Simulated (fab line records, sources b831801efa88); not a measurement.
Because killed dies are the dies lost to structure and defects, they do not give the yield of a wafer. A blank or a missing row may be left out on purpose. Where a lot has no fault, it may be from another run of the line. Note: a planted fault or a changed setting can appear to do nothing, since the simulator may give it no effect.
fab line records    flow sky130
record lots=10  wafers=30  last_day=50
route steps=708 shown SD_P@330 RES_XHIGH@360 LOCAL_INTERCONNECT@387 CONTACT@409 PAD_OPEN@708
lots that met no fault: from a run of the same line without faults
start_h: the number of hours between the record's first day and the start of the first shown wafer of the lot    wait_h: time in hours since the lot's previous step    " unchanged from the row above    L1.1+2: several wafers, shown together as one row    - either no value or no given start    * or withheld: withheld    < > ~ a bound
route shown NAME@n: a module of which the file shows steps, and the number in the route of the first    usual: average and standard deviation across the fault-free wafers    same: alike in all rows    chamber/n: place in a boat    sites: per-site readings    _std_site: how widely they spread, as a standard deviation    _edge_site: inner sites' mean taken away from outer sites' mean    radius_mm: how far each site lies from the wafer's centre    mask NAME#n: copy n    behind: the tool/chamber that last shaped the wafer    hold: what put the lot on hold/how long, in hours/how the hold closed    device: whichever transistor did not switch (one of n, p or np)    end of line: at the end of the route, the tests of the same wafers    a step given without rows: its recipe and nothing more    killed: dies that structure and defects cost at the first sort, which is not the same as the wafer's yield    map: per-die view of a wafer (x killed, . not killed, _ where there is no die)
set.NAME: the setting as run; set.NAME@STEP: as run at that earlier step    model.NAME: the simulator's own value behind a step, which no gauge read
the route's steps for a sample of lots (tables are steps, rows are wafers)
services: a tool's chamber out of use, with start hour (start_h, from the record's first day; less than 0 if before it), hours out, and reason
## steps
# step SKY_SD_P_STRIP_10
# recipe chemistry=O2/N2  power_w=1400  pressure_mtorr=1500  platen_temp_c=withheld  o2_flow_sccm=3000  n2_flow_sccm=300  overash_fraction=0.5
# usual drypump_motor_current_A=5.8/0.35  n2_flow_sccm=300.1/1.1  o2_flow_sccm=2999/8.3  oes_product_au=0.617/0.0044  strip_time_to_endpoint_s=17.50/0.036
lot.wafer  tool             chamber  start_h  wait_h  drypump_motor_current_A  n2_flow_sccm  o2_flow_sccm  oes_product_au  rf_hours_counter_h  strip_time_to_endpoint_s
L894.1     plasma_asher-04  0        583.66   0.1     5.8                      299.7         2986          0.617           44                  17.53
L894.2     "                1        "        "       5.3                      299.7         3002          0.621           44                  17.48
L894.5     "                0        "        "       5.8                      300.2         2983          0.616           -                   17.51
L895.1     plasma_asher-01  1        607.66   0.1     6.1                      300.2         3000          0.615           91                  17.53
L895.2     "                0        "        "       5.7                      298.3         3004          0.612           91                  17.54
L895.3     "                0        "        "       5.7                      299.8         3003          0.612           -                   17.57
L896.1     plasma_asher-02  1        610.64   0.1     5.4                      300.3         2999          0.617           18                  17.47
L896.2     "                0        "        "       6.2                      299.9         2990          0.624           18                  17.47
L896.4     "                0        "        "       6.2                      301.4         2989          0.617           -                   17.50
L899.2     plasma_asher-02  1        630.29   0.1     5.4                      301.8         3000          0.616           20                  17.60
L899.4     "                1        "        "       5.5                      301.7         3000          0.613           -                   17.58
L899.5     "                1        "        "       5.4                      300.6         3005          0.615           -                   17.57
L910.1     plasma_asher-02  1        727.14   0.1     5.4                      300.7         2993          0.611           30                  17.51
L910.2     "                0        "        "       6.3                      300.4         3005          0.620           30                  17.52
L910.3     "                1        "        "       5.4                      301.7         3002          0.610           -                   17.56
L911.1     plasma_asher-01  0        732.47   0.1     5.7                      301.4         2992          0.619           104                 17.46
L911.2     "                1        "        "       6.2                      299.9         2989          0.619           104                 17.52
L911.4     "                0        "        "       5.7                      302.0         2998          0.606           -                   17.50
L912.1     plasma_asher-04  1        737.46   0.1     5.3                      300.6         3009          0.610           60                  17.48
L912.2     "                0        "        "       5.8                      298.3         3001          0.615           60                  17.49
L912.5     "                1        "        "       5.3                      300.7         2987          0.607           -                   17.47
L914.3     plasma_asher-02  0        750.27   0.1     6.2                      300.5         3005          0.614           -                   17.47
L914.5     "                1        "        "       5.4                      297.5         3012          0.619           -                   17.52
L914.6     "                0        "        "       6.2                      301.4         2994          0.617           -                   17.48
L915.2     plasma_asher-01  1        755.51   0.1     6.1                      300.4         3001          0.620           1                   17.52
L915.3     "                1        "        "       6.2                      301.4         3010          0.611           -                   17.50
L915.6     "                1        "        "       6.1                      299.9         3020          0.618           -                   17.49
L917.2     plasma_asher-02  1        783.77   0.1     5.4                      301.3         2998          0.615           35                  17.47
L917.3     "                1        "        "       5.4                      300.4         3000          0.618           -                   17.49
L917.5     "                1        "        "       5.4                      299.2         2995          0.615           -                   17.48
# step SKY_SD_N_RS_MEAS_18
# recipe thk_meas_gauge=four-point-probe
# usual RES_XHIGH_RS=333.2/1.4
lot.wafer  tool           chamber  start_h  wait_h  RES_XHIGH_RS[ohm/sq]
L894.1     film_metro-01  -        643.66   0.1     334.7
L894.2     "              -        "        "       334.1
L894.5     "              -        "        "       334.7
L895.1     film_metro-04  -        665.85   0.1     335.7
L895.2     "              -        "        "       335.9
L895.3     "              -        "        "       334.9
L896.1     film_metro-01  -        669.06   0.1     332.8
L896.2     "              -        "        "       332.7
L896.4     "              -        "        "       334.6
L899.2     film_metro-02  -        687.53   0.1     331.7
L899.4     "              -        "        "       331.8
L899.5     "              -        "        "       331.7
L910.1     film_metro-04  -        781.53   0.1     334.8
L910.2     "              -        "        "       334.6
L910.3     "              -        "        "       334.3
L911.1     film_metro-04  -        786.89   0.1     334.1
L911.2     "              -        "        "       334.2
L911.4     "              -        "        "       333.5
L912.1     film_metro-02  -        791.41   0.1     332.5
L912.2     "              -        "        "       332.1
L912.5     "              -        "        "       332.0
L914.3     film_metro-02  -        803.60   0.1     332.7
L914.5     "              -        "        "       333.3
L914.6     "              -        "        "       332.4
L915.2     film_metro-04  -        808.01   0.1     335.9
L915.3     "              -        "        "       334.5
L915.6     "              -        "        "       335.6
L917.2     film_metro-01  -        836.18   0.1     334.9
L917.3     "              -        "        "       334.3
L917.5     "              -        "        "       334.5
# step SKY_LOCAL_INTERCONNECT_SPUTTER_00
# recipe material=TiN  target_thk_nm=100  temp_c=300  power_w=6500  time_s=83.3  chamber_pressure_pa=0.4
# usual throttle_valve_pct=29.8/1.2
lot.wafer  tool            chamber  start_h  wait_h  throttle_valve_pct
L894.1     pvd_sputter-03  -        673.41   0.2     30.9
L894.2     "               -        "        "       31.1
L894.5     "               -        "        "       30.9
L895.1     pvd_sputter-02  -        695.01   0.1     30.2
L895.2     "               -        "        "       29.2
L895.3     "               -        "        "       31.4
L896.1     pvd_sputter-02  -        698.81   0.1     31.4
L896.2     "               -        "        "       29.9
L896.4     "               -        "        "       30.1
L899.2     pvd_sputter-03  -        717.46   0.1     31.0
L899.4     "               -        "        "       28.1
L899.5     "               -        "        "       28.2
L910.1     pvd_sputter-02  -        808.85   0.1     31.5
L910.2     "               -        "        "       29.8
L910.3     "               -        "        "       30.1
L911.1     pvd_sputter-03  -        813.84   0.1     28.1
L911.2     "               -        "        "       30.0
L911.4     "               -        "        "       31.3
L912.1     pvd_sputter-04  -        818.69   0.2     28.1
L912.2     "               -        "        "       31.8
L912.5     "               -        "        "       28.5
L914.3     pvd_sputter-04  -        828.74   0.1     31.9
L914.5     "               -        "        "       28.4
L914.6     "               -        "        "       28.7
L915.2     pvd_sputter-04  -        835.36   0.2     28.4
L915.3     "               -        "        "       28.8
L915.6     "               -        "        "       31.7
L917.2     pvd_sputter-03  -        864.18   0.2     30.7
L917.3     "               -        "        "       28.6
L917.5     "               -        "        "       30.8
# step SKY_LOCAL_INTERCONNECT_RS_MEAS_01
# recipe thk_meas_gauge=four-point-probe  reads=TiN_of_LOCAL_INTERCONNECT_SPUTTER_00
# usual LOCAL_INTERCONNECT_TIN_RS=14.11/0.13
lot.wafer  tool           chamber  start_h  wait_h  LOCAL_INTERCONNECT_TIN_RS[ohm/sq]
L894.1     film_metro-02  -        673.47   0.0     14.00
L894.2     "              -        "        "       13.93
L894.5     "              -        "        "       13.90
L895.1     film_metro-02  -        695.07   0.0     14.09
L895.2     "              -        "        "       14.07
L895.3     "              -        "        "       13.94
L896.1     film_metro-03  -        698.87   0.0     14.05
L896.2     "              -        "        "       14.08
L896.4     "              -        "        "       13.98
L899.2     film_metro-02  -        717.54   0.1     14.32
L899.4     "              -        "        "       14.20
L899.5     "              -        "        "       14.25
L910.1     film_metro-02  -        808.91   0.0     14.19
L910.2     "              -        "        "       12.94
L910.3     "              -        "        "       14.19
L911.1     film_metro-03  -        813.90   0.0     14.31
L911.2     "              -        "        "       14.19
L911.4     "              -        "        "       14.28
L912.1     film_metro-01  -        818.77   0.0     14.20
L912.2     "              -        "        "       14.05
L912.5     "              -        "        "       14.10
L914.3     film_metro-01  -        828.84   0.1     13.83
L914.5     "              -        "        "       13.79
L914.6     "              -        "        "       13.88
L915.2     film_metro-03  -        835.44   0.1     14.31
L915.3     "              -        "        "       14.15
L915.6     "              -        "        "       14.12
L917.2     film_metro-03  -        864.26   0.1     14.29
L917.3     "              -        "        "       14.25
L917.5     "              -        "        "       14.32
# step SKY_LOCAL_INTERCONNECT_THK_MEAS_02
# recipe thk_meas_gauge=xrf  reads=TiN_of_LOCAL_INTERCONNECT_SPUTTER_00
# usual LOCAL_INTERCONNECT_TIN_THK=98.1/0.88
lot.wafer  tool           chamber  start_h  wait_h  LOCAL_INTERCONNECT_TIN_THK[nm]
L894.1     film_metro-02  -        673.59   0.1     98.4
L894.2     "              -        "        "       99.2
L894.5     "              -        "        "       99.4
L895.1     film_metro-02  -        695.19   0.1     97.8
L895.2     "              -        "        "       98.5
L895.3     "              -        "        "       98.9
L896.1     film_metro-03  -        698.99   0.1     98.0
L896.2     "              -        "        "       97.9
L896.4     "              -        "        "       98.8
L899.2     film_metro-02  -        717.65   0.1     96.6
L899.4     "              -        "        "       97.4
L899.5     "              -        "        "       96.8
L910.1     film_metro-02  -        809.03   0.1     97.5
L910.2     "              -        "        "       106.3
L910.3     "              -        "        "       97.8
L911.1     film_metro-03  -        814.02   0.1     97.6
L911.2     "              -        "        "       98.4
L911.4     "              -        "        "       98.0
L912.1     film_metro-01  -        818.89   0.1     97.3
L912.2     "              -        "        "       98.6
L912.5     "              -        "        "       97.8
L914.3     film_metro-01  -        828.94   0.1     99.9
L914.5     "              -        "        "       99.9
L914.6     "              -        "        "       99.4
L915.2     film_metro-03  -        835.55   0.1     97.3
L915.3     "              -        "        "       98.2
L915.6     "              -        "        "       97.9
L917.2     film_metro-03  -        864.37   0.1     97.4
L917.3     "              -        "        "       97.4
L917.5     "              -        "        "       96.5
# step SKY_LOCAL_INTERCONNECT_METAL_ETCH_14
# recipe target_depth_nm=110  stop_on=PSG  chemistry=Cl2/BCl3  target=TiN  resist_sidewall_deg=88  pressure_mtorr=10  icp_w=900  bias_w=48.5  Cl2_flow_sccm=60  bcl3_flow_sccm=30  time_s=31.4
# usual drypump_motor_current_A=5.9/0.37  oes_product_au=0.941/0.0064  throttle_valve_pct=21.902/0.0094
lot.wafer  tool          chamber  start_h  wait_h  drypump_motor_current_A  oes_product_au  rf_hours_counter_h  throttle_valve_pct
L894.1     rie_metal-04  1        700.98   0.0     5.2                      0.943           3                   21.899
L894.2     "             0        "        "       6.2                      0.942           8                   21.883
L894.5     "             0        "        "       6.2                      0.953           -                   21.898
L895.1     rie_metal-04  1        722.43   0.0     5.2                      0.946           4                   21.901
L895.2     "             0        "        "       6.2                      0.939           8                   21.903
L895.3     "             0        "        "       6.2                      0.957           -                   21.906
L896.1     rie_metal-03  1        726.38   0.0     5.9                      0.947           4                   21.894
L896.2     "             0        "        "       5.9                      0.944           12                  21.899
L896.4     "             1        "        "       5.9                      0.941           -                   21.901
L899.2     rie_metal-02  0        744.75   0.0     6.0                      0.934           16                  21.914
L899.4     "             0        "        "       6.0                      0.941           -                   21.904
L899.5     "             0        "        "       6.0                      0.939           -                   21.910
L910.1     rie_metal-04  1        834.60   0.0     5.1                      0.943           7                   21.893
L910.2     "             0        "        "       6.2                      0.980           12                  21.885
L910.3     "             1        "        "       5.2                      0.935           -                   21.901
L911.1     rie_metal-02  0        840.25   0.0     6.0                      0.932           1                   21.924
L911.2     "             1        "        "       6.2                      0.943           19                  21.916
L911.4     "             0        "        "       6.0                      0.937           -                   21.905
L912.1     rie_metal-02  1        845.58   0.0     6.1                      0.940           19                  21.908
L912.2     "             0        "        "       6.1                      0.949           1                   21.895
L912.5     "             0        "        "       6.1                      0.942           -                   21.885
L914.3     rie_metal-03  0        854.82   0.0     5.9                      0.954           -                   21.907
L914.5     "             0        "        "       5.9                      0.945           -                   21.893
L914.6     "             1        "        "       6.0                      0.947           -                   21.899
L915.2     rie_metal-04  1        861.28   0.0     5.2                      0.934           8                   21.906
L915.3     "             1        "        "       5.2                      0.935           -                   21.900
L915.6     "             1        "        "       5.2                      0.941           -                   21.901
L917.2     rie_metal-02  0        890.36   0.1     6.0                      0.936           -                   21.910
L917.3     "             0        "        "       6.0                      0.934           -                   21.895
L917.5     "             0        "        "       6.0                      0.936           -                   21.903
# step SKY_CONTACT_THK_MEAS_03
# recipe reads=SiO2_of_CONTACT_HDPCVD_02
# usual CONTACT_HDPCVD_THK=566/5.1
lot.wafer  tool           chamber  start_h  wait_h  CONTACT_HDPCVD_THK[nm]
L894.1     film_metro-03  -        701.87   0.0     563
L894.2     "              -        "        "       559
L894.5     "              -        "        "       560
L895.1     film_metro-02  -        723.23   0.0     569
L895.2     "              -        "        "       563
L895.3     "              -        "        "       565
L896.1     film_metro-02  -        727.19   0.0     571
L896.2     "              -        "        "       568
L896.4     "              -        "        "       565
L899.2     film_metro-02  -        745.57   0.0     569
L899.4     "              -        "        "       572
L899.5     "              -        "        "       567
L910.1     film_metro-02  -        835.41   0.0     566
L910.2     "              -        "        "       568
L910.3     "              -        "        "       569
L911.1     film_metro-02  -        841.06   0.0     561
L911.2     "              -        "        "       566
L911.4     "              -        "        "       569
L912.1     film_metro-03  -        846.39   0.0     564
L912.2     "              -        "        "       567
L912.5     "              -        "        "       566
L914.3     film_metro-04  -        855.67   0.1     568
L914.5     "              -        "        "       559
L914.6     "              -        "        "       566
L915.2     film_metro-02  -        862.09   0.0     575
L915.3     "              -        "        "       568
L915.6     "              -        "        "       570
L917.2     film_metro-02  -        891.66   0.0     558
L917.3     "              -        "        "       564
L917.5     "              -        "        "       564
# step SKY_PAD_OPEN_PROBE_99
# usual killed_at_M0_to_M3=43/6.8  killed_at_M4_up=3.2/1.8  killed_at_contacts=24/6.2  killed_at_front_end=15/4.7  killed_at_other=0.4/0.63  killed_dies=86/9.6  killed_on_rim=17/3.9  killed_open=47/6.9  killed_short=39/6.3
# same gross_dies=492  killed_at_back_side=0
lot.wafer  tool       chamber  start_h  wait_h  killed_at_M0_to_M3  killed_at_M4_up  killed_at_contacts  killed_at_front_end  killed_at_other  killed_dies  killed_on_rim  killed_open  killed_short
L910.1     prober-01  -        1169.68  0.1     46                  2                32                  20                   0                100          20             54           43
L910.2     prober-01  -        1169.73  0.1     34                  4                11                  13                   0                62           12             32           29
L910.3     prober-01  -        1169.78  0.2     41                  4                20                  5                    0                70           9              31           39
L912.1     prober-01  -        1176.01  0.1     44                  5                18                  12                   0                79           12             43           35
L912.2     prober-01  -        1176.06  0.1     53                  7                24                  11                   0                95           14             55           39
L912.5     prober-01  -        1176.21  0.2     46                  1                15                  14                   0                76           15             38           38
L917.2     prober-01  -        1202.27  0.1     37                  4                20                  6                    0                67           11             31           36
L917.3     prober-01  -        1202.32  0.2     31                  3                15                  14                   0                63           14             34           27
L917.5     prober-01  -        1202.42  0.2     36                  3                14                  13                   0                66           16             35           31
# killed by level:class
L910.1 CONTACT:geometric_particle:open=12 VIA1:geometric_particle:open=11 LOCAL_INTERCONNECT:geometric_particle:short=8 VIA3:geometric_particle:open=8 FIELD_ISO:geometric_particle:open=5 LI_CONTACT:geometric_particle:open=5 METAL2:geometric_particle:short=5 POLY_GATE:geometric_particle:short=4
L910.2 VIA1:geometric_particle:open=7 VIA2:geometric_particle:open=6 LI_CONTACT:geometric_particle:open=4 SPACER:geometric_particle:open=4 VIA1:geometric_particle:short=4 METAL2:geometric_particle:short=4 VIA3:geometric_particle:open=4 POLY_GATE:geometric_particle:short=3
L910.3 CONTACT:geometric_particle:open=8 VIA1:geometric_particle:open=6 VIA1:geometric_particle:short=6 VIA2:geometric_particle:open=6 METAL3:geometric_particle:short=6 VIA3:geometric_particle:open=5 POLY_GATE:geometric_particle:short=4 LI_CONTACT:geometric_particle:open=4
L912.1 VIA1:geometric_particle:open=9 VIA3:geometric_particle:open=8 METAL2:geometric_particle:short=8 CONTACT:geometric_particle:open=7 FIELD_ISO:geometric_particle:open=5 METAL1:geometric_particle:short=5 VIA1:geometric_particle:short=5 POLY_GATE:geometric_particle:open=4
L912.2 CONTACT:geometric_particle:open=16 VIA1:geometric_particle:open=15 VIA2:geometric_particle:open=8 VIA1:geometric_particle:short=7 POLY_GATE:geometric_particle:short=5 METAL4:geometric_particle:short=5 VIA3:geometric_particle:open=5 METAL2:geometric_particle:short=4
L912.5 METAL2:geometric_particle:short=9 VIA1:geometric_particle:open=8 METAL1:geometric_particle:short=7 CONTACT:geometric_particle:open=6 VIA2:geometric_particle:open=6 POLY_GATE:geometric_particle:short=4 LI_CONTACT:geometric_particle:open=4 LOCAL_INTERCONNECT:geometric_particle:short=4
L917.2 VIA1:geometric_particle:open=13 CONTACT:geometric_particle:short=8 CONTACT:geometric_particle:open=6 VIA3:geometric_particle:open=6 VIA1:geometric_particle:short=5 METAL1:geometric_particle:short=4 LI_CONTACT:geometric_particle:short=3 METAL4:geometric_particle:short=3
L917.3 VIA1:geometric_particle:open=10 CONTACT:geometric_particle:open=7 FIELD_ISO:geometric_particle:open=5 LOCAL_INTERCONNECT:geometric_particle:short=4 VIA3:geometric_particle:short=4 VIA3:geometric_particle:open=4 POLY_GATE:geometric_particle:short=3 VIA1:geometric_particle:short=3
L917.5 CONTACT:geometric_particle:open=8 VIA2:geometric_particle:short=6 METAL2:geometric_particle:short=6 POLY_GATE:geometric_particle:open=5 VIA3:geometric_particle:open=5 LI_CONTACT:geometric_particle:open=4 VIA3:geometric_particle:short=4 FIELD_ISO:geometric_particle:open=3
## services
tool             chamber  start_h  hours  kind
rie_metal-04     1        562.70   13.8   repair
pvd_sputter-04   3        583.79   -      consumable_replace:kit
plasma_asher-04  -        637.61   4.7    repair
rie_metal-04     0        641.87   2.5    repair
plasma_asher-02  -        680.76   4.3    pm
rie_metal-03     1        682.17   14.9   repair
rie_metal-03     0        698.40   9.5    repair
rie_metal-03     1        714.49   8.9    repair
rie_metal-03     -        730.67   0.6    repair
plasma_asher-01  -        733.75   9.0    pm
rie_metal-03     -        746.87   1.4    pm
pvd_sputter-04   -        783.67   8.1    repair
rie_metal-04     -        787.46   0.1    repair
pvd_sputter-03   -        789.45   3.3    repair
rie_metal-02     0        802.95   -      clean
rie_metal-02     0        802.95   25.3   scheduled_down
rie_metal-02     0        802.95   25.3   vent_cycle
rie_metal-04     -        835.32   0.7    repair
plasma_asher-01  -        838.92   3.3    repair
rie_metal-02     1        863.70   17.8   repair
rie_metal-02     1        881.56   -      clean
rie_metal-02     1        881.56   23.0   scheduled_down
rie_metal-02     1        881.56   23.0   vent_cycle
pvd_sputter-04   -        883.74   1.3    repair
## key
first_sign step=SKY_LOCAL_INTERCONNECT_RS_MEAS_01  reading=LOCAL_INTERCONNECT_TIN_RS  direction=down  sigmas=8.6  usual=14.11  struck=12.94
effect step=SKY_LOCAL_INTERCONNECT_THK_MEAS_02  reading=LOCAL_INTERCONNECT_TIN_THK  direction=up  sigmas=9.3  usual=98.1  struck=106.3
effect step=SKY_LOCAL_INTERCONNECT_METAL_ETCH_14  reading=oes_product_au  direction=up  sigmas=6  usual=0.941  struck=0.980
met_at SKY_LOCAL_INTERCONNECT_SPUTTER_00
struck_lots L910
struck_wafers L910.2
tester_left_out L910
not_acting_at SKY_SD_P_STRIP_10,SKY_SD_N_RS_MEAS_18,SKY_CONTACT_THK_MEAS_03
onset_between 698.81 808.85
fault kind=process_parameter_drift  tool=pvd_sputter-02  chamber=-  onset_h=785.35  steps=SKY_LOCAL_INTERCONNECT_SPUTTER_00  channel=time_s  offset=*  shape=step  end_h=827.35  acts_in=*  stated=*  scope=struck_wafers_only
# tester_left_out: of these lots the tester's yield and bins aren't shown, on N5 and GAA mostly nor the transistor test; their killed dies are dies lost to structure and defects alone, not to doping, threshold or leakage, so they don't give the yield
